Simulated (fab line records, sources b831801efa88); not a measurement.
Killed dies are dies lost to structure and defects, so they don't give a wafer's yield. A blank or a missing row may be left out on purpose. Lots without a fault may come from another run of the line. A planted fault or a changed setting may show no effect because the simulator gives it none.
Problem report in the 8D (eight disciplines) form, filled by code | flow sky130 | the parts of the form that need people (team, actions taken, sign-off) are left out

1. THE PROBLEM
run_length_s at SKY_FIELD_ISO_ETCH_17 reads a mean of 128.8 s on 1 wafer of 1 lot; wafers without a fault read 125.9 s with a standard deviation of 0.39. That is +7.4 standard deviations from the usual mean.
The step: etches Si in HBr/Cl2/O2, target depth 342 nm, time 97.7 s.
First seen on wafer L370.4, day 5 23:31, on rie_si-02. The record holds 36 wafers of 12 lots with a number at this step. Rule for "out", or "out of limits": more than 4 standard deviations from the usual mean. The other wafers with a number count as sound.

2. WHAT IT IS AND WHAT IT IS NOT
question                    | is               | is not
which readings at this step | run_length_s     | he_backside_leak_sccm, oes_product_au, throttle_valve_pct
which lots                  | L370             | L353, L354, L357, L358, L360, L361, L363, L367, L371, L372, L375
which wafers of those lots  | L370.4           | L370.1, L370.5
read on which tools         | rie_si-02        | rie_si-01
when                        | from day 5 23:31 | up to then (26 sound wafers); but 9 sound wafers of L371, L372, L375 came after

3. SUSPECTS, AND WHAT RULES EACH OUT
Counting: a tool at a process step up to the reading stays a suspect if it ran every lot that is out. Sound lots after the first of them don't rule it out here, since some wafers of a struck lot are sound.
- rie_si-02 at SKY_FIELD_ISO_ETCH_17 (etches Si in HBr/Cl2/O2, target depth 342 nm, time 97.7 s): kept. It ran the lot that is out, L370 (day 5 23:31); its last sound lot up to then is L360 (day 3 18:01). Its own readings are out on those wafers: run_length_s.
- Within rie_si-02 at SKY_FIELD_ISO_ETCH_17: the wafers that are out ran in chamber 1; their sound lot-mates ran in chambers 0, 3.
Left after counting: rie_si-02 at SKY_FIELD_ISO_ETCH_17.

4. THE CAUSE (what the simulator had put in)
Process parameter drift: rie_si-02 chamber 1, from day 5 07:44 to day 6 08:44, at SKY_FIELD_ISO_ETCH_17. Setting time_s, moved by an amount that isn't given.
Counting left only this tool.

5. THE CHAIN OF EFFECTS, in route order
Each row: a reading whose mean over the struck wafers that have a number lies more than 3 standard deviations from the usual. Only readings for which the record gives a usual standard deviation are gone through. hours: the time from each lot's start at the first step in this table that gives one to its start at this step, as a median over the lots. sigmas: the change in usual standard deviations.
hours | step                  | reading      | usual   | on struck wafers | change | sigmas
0     | SKY_FIELD_ISO_ETCH_17 | run_length_s | 125.9 s | 128.8            | +2.9   | +7.4
The process steps in it:
- SKY_FIELD_ISO_ETCH_17: etches Si in HBr/Cl2/O2, target depth 342 nm, time 97.7 s.

6. WHAT WOULD HAVE CAUGHT IT SOONER
In this record the first reading out of limits was taken at day 5 23:31, 16 hours after the fault began at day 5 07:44.
